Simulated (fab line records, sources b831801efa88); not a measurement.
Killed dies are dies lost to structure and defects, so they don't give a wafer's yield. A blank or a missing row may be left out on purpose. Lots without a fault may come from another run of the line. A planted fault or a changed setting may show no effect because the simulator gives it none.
Tool commonality check | flow sky130 | 12 lots, 42 wafers sampled

WHY IT WAS OPENED
At SKY_VIA2_THK_MEAS_01 the reading VIA2_HDPCVD_THK is flagged on 2 of 12 lots. Wafers without a fault read 1180 nm, standard deviation 12.
Rule: a lot is flagged when every wafer of it that has a number lies more than 4 standard deviations from that mean, or none has a number. The other lots count as sound.

lot  | measured     | on            | VIA2_HDPCVD_THK (nm), wafer by wafer | flag
L403 | day 36 03:15 | film_metro-01 | 1184 1188 1170                       |
L404 | day 36 06:17 | film_metro-04 | 1183 1176 1173                       |
L405 | day 36 11:44 | film_metro-04 | 1182 1180 1195                       |
L407 | day 37 11:52 | film_metro-02 | 1180 1190 1186                       |
L410 | day 37 23:32 | film_metro-04 | 1183 1172 1190                       |
L412 | day 38 00:39 | film_metro-04 | 1199 1191 1176                       |
L413 | day 39 02:31 | film_metro-02 | 1198 1172 1192                       |
L417 | day 40 04:11 | film_metro-04 | 1193 1195 1175                       |
L416 | day 40 06:28 | film_metro-02 | 956 950 931 956 951 931              | FLAGGED
L418 | day 40 10:04 | film_metro-02 | 938 947 953 937 947 954              | FLAGGED
L420 | day 41 13:20 | film_metro-01 | 1180 1197 1188                       |
L421 | day 41 16:47 | film_metro-02 | 1173 1160 1172                       |
The numbers of the flagged lots are 946 nm on average: -234 nm against the usual, or -20 standard deviations.

WHICH TOOL RAN EACH LOT
The record holds 2 process steps before the reading, out of a route of 708 steps. In each cell: the tool, then ch and the chambers that the sampled wafers went through, then the start.
lot  | flag    | SKY_METAL2_DESCUM_17              | SKY_VIA2_HDPCVD_00
L403 |         | rie_metal-04 ch 0,1, day 36 02:17 | hdpcvd-02 ch 0,1,2, day 36 03:10
L404 |         | rie_metal-03 ch 0,1, day 36 05:22 | hdpcvd-02 ch 0,1,2, day 36 06:10
L405 |         | rie_metal-04 ch 0,1, day 36 10:49 | hdpcvd-02 ch 0,2, day 36 11:36
L407 |         | rie_metal-02 ch 1, day 37 10:32   | hdpcvd-02 ch 0,1, day 37 11:44
L410 |         | rie_metal-04 ch 0, day 37 22:29   | hdpcvd-01 ch 1,2, day 37 23:24
L412 |         | rie_metal-03 ch 0,1, day 37 23:41 | hdpcvd-02 ch 1,2, day 38 00:31
L413 |         | rie_metal-04 ch 0,1, day 39 01:35 | hdpcvd-02 ch 0,1,2, day 39 02:25
L417 |         | rie_metal-04 ch 0,1, day 40 03:17 | hdpcvd-02 ch 0,2, day 40 04:04
L416 | FLAGGED | rie_metal-03 ch 0,1, day 40 05:33 | hdpcvd-02 ch 0,1, day 40 06:19
L418 | FLAGGED | rie_metal-04 ch 0,1, day 40 09:08 | hdpcvd-02 ch 0,1,2, day 40 09:58
L420 |         | rie_metal-03 ch 0,1, day 41 12:26 | hdpcvd-01 ch 0,1, day 41 13:12
L421 |         | rie_metal-02 ch 0,1, day 41 15:53 | hdpcvd-01 ch 0,1,2, day 41 16:39
What these steps do:
- SKY_METAL2_DESCUM_17: chemistry O2, time 8 s.
- SKY_VIA2_HDPCVD_00: deposits SiO2, target thk 1180 nm, time 196.7 s.
- SKY_VIA2_THK_MEAS_01

FLAGGED OVER TOTAL, TOOL BY TOOL (the gauges that took the reading come last)
step                 | tool          | lots run | flagged | share of the flagged lots | sound lots run after its first flagged lot
SKY_METAL2_DESCUM_17 | rie_metal-02  | 2        | 0       | none                      | -
SKY_METAL2_DESCUM_17 | rie_metal-03  | 4        | 1       | some                      | 1 (L420)
SKY_METAL2_DESCUM_17 | rie_metal-04  | 6        | 1       | some                      | 0
SKY_VIA2_HDPCVD_00   | hdpcvd-01     | 3        | 0       | none                      | -
SKY_VIA2_HDPCVD_00   | hdpcvd-02     | 9        | 2       | all                       | 0
SKY_VIA2_THK_MEAS_01 | film_metro-01 | 2        | 0       | none                      | -
SKY_VIA2_THK_MEAS_01 | film_metro-02 | 5        | 2       | all                       | 1 (L421)
SKY_VIA2_THK_MEAS_01 | film_metro-04 | 5        | 0       | none                      | -

WHAT THE TABLE ALLOWS
2 rows of the table ran every flagged lot: hdpcvd-02 at SKY_VIA2_HDPCVD_00, film_metro-02 at SKY_VIA2_THK_MEAS_01.
- hdpcvd-02 at SKY_VIA2_HDPCVD_00: 2 of its 9 lots flagged. Its last sound lot is L417 (day 40 04:04), its first flagged lot L416 (day 40 06:19): a fault that began between those two fits. Its own readings lie more than 4 standard deviations out on every wafer of the flagged lots: sih4_flow_sccm.
- film_metro-02 at SKY_VIA2_THK_MEAS_01: 2 of its 5 lots flagged. Sound lots ran on it after the first flagged one (L421), which a lasting fault on the whole tool wouldn't allow.
One tool is left: hdpcvd-02 at SKY_VIA2_HDPCVD_00.

WHAT THE SIMULATOR HAD PUT IN
Process parameter drift: hdpcvd-02, from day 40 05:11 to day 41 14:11, at SKY_VIA2_HDPCVD_00. Setting sih4_flow_sccm, moved by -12, from 60. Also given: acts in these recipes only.
Lots struck among those shown: L416, L418. The rule above found the same.
